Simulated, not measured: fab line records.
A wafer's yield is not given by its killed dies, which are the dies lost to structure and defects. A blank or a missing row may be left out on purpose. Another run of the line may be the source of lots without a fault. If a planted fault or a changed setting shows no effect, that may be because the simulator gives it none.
Check for tools in common    flow gf180mcu    Sampled: 13 lots, 39 wafers

WHY IT WAS OPENED
Of 13 lots, 2 have the reading HV_LDD_4_TW flagged at GF_HV_LDD_TW_MEAS_50. No-fault wafers: 565, standard deviation 4.4.
Rule: a lot is flagged in two cases, either no wafer of it has a number, or all its wafers with numbers fall more than 4 standard deviations from that mean. As for the other lots, they are considered sound.

lot   measured      on             HV_LDD_4_TW, wafer by wafer  flag
L839  day 12 02:53  film-metro-01  556 557 552                  
L841  day 13 03:19  film-metro-03  567 566 566                  
L842  day 13 14:33  film-metro-03  567 566 567                  
L843  day 13 19:11  film-metro-03  565 565 565                  
L844  day 14 05:28  film-metro-03  567 569 567                  
L845  day 14 12:55  film-metro-02  561 561 562                  
L846  day 15 00:39  film-metro-03  568 563 565                  
L853  day 17 00:04  film-metro-03  873 872 864                  FLAGGED
L855  day 17 20:52  film-metro-01  870 861 867                  FLAGGED
L856  day 18 01:41  film-metro-02  561 562 562                  
L857  day 18 13:59  film-metro-02  563 561 563                  
L860  day 19 14:25  film-metro-03  566 570 570                  
L861  day 19 18:56  film-metro-01  569 570 568                  
On average the flagged lots' numbers are 868, which is +303 against the usual, or +69 standard deviations.

TOOL THAT RAN EACH LOT
The record holds 2 process steps before the reading, out of a route of 602 steps. Cell contents, in order: the tool; ch with the chambers the sampled wafers went through; the start.
lot   flag     GF_HV_LDD_STRIP_37                    GF_HV_LDD_IMPLANT_48
L839           plasma-asher-03 ch 0,1, day 11 08:15  implanter-01 ch 0, day 12 02:39
L841           plasma-asher-03 ch 0,1, day 12 07:05  implanter-02 ch 0, day 13 03:06
L842           plasma-asher-01 ch 0,1, day 12 18:03  implanter-01 ch 0, day 13 14:18
L843           plasma-asher-03 ch 0,1, day 12 23:07  implanter-02 ch 0, day 13 18:57
L844           plasma-asher-01 ch 0,1, day 13 08:14  implanter-01 ch 0, day 14 05:15
L845           plasma-asher-01 ch 0,1, day 13 15:12  implanter-02 ch 0, day 14 12:40
L846           plasma-asher-03 ch 0,1, day 14 02:58  implanter-02 ch 0, day 15 00:24
L853  FLAGGED  plasma-asher-04 ch 0,1, day 16 01:07  implanter-02 ch 0, day 16 23:49
L855  FLAGGED  plasma-asher-01 ch 0,1, day 16 21:29  implanter-02 ch 0, day 17 20:39
L856           plasma-asher-04 ch 0,1, day 17 01:58  implanter-03 ch 0, day 18 01:26
L857           plasma-asher-03 ch 0,1, day 17 14:52  implanter-03 ch 0, day 18 13:44
L860           plasma-asher-04 ch 0,1, day 18 13:26  implanter-03 ch 0, day 19 14:10
L861           plasma-asher-01 ch 0,1, day 18 17:29  implanter-03 ch 0, day 19 18:41
What the steps here do:
- GF_HV_LDD_STRIP_37: strips in O2/N2.
- GF_HV_LDD_IMPLANT_48
- GF_HV_LDD_TW_MEAS_50

FLAGGED AGAINST TOTAL, ONE TOOL AT A TIME (gauges that did the reading follow at the end)
step                  tool             lots run  flagged  share of the flagged lots  sound lots run after its first flagged lot
GF_HV_LDD_STRIP_37    plasma-asher-01  5         1        some                       1 (L861)
GF_HV_LDD_STRIP_37    plasma-asher-03  5         0        none                       -
GF_HV_LDD_STRIP_37    plasma-asher-04  3         1        some                       2 (L856,L860)
GF_HV_LDD_IMPLANT_48  implanter-01     3         0        none                       -
GF_HV_LDD_IMPLANT_48  implanter-02     6         2        all                        0
GF_HV_LDD_IMPLANT_48  implanter-03     4         0        none                       -
GF_HV_LDD_TW_MEAS_50  film-metro-01    3         1        some                       1 (L861)
GF_HV_LDD_TW_MEAS_50  film-metro-02    3         0        none                       -
GF_HV_LDD_TW_MEAS_50  film-metro-03    7         1        some                       1 (L860)

THE TABLE: WHAT IT ALLOWS
All flagged lots share 1 row of the table, namely implanter-02 at GF_HV_LDD_IMPLANT_48.
- implanter-02 at GF_HV_LDD_IMPLANT_48 ran 6 lots, 2 of them flagged. Last sound lot L846 at day 15 00:24, first flagged lot L853 at day 16 23:49; a fault beginning in between fits. Its own readings lie more than 4 standard deviations out on every wafer of the flagged lots: dose-ions-cm2, faraday-current-uA.
One tool is left: implanter-02 at GF_HV_LDD_IMPLANT_48.

WHAT THE SIMULATOR HAD INSERTED
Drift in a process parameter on implanter-02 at GF_HV_LDD_IMPLANT_48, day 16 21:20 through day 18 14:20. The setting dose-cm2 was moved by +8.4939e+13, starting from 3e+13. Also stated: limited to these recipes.
Shown lots that were struck: L853, L855. The rule above reached the same finding.
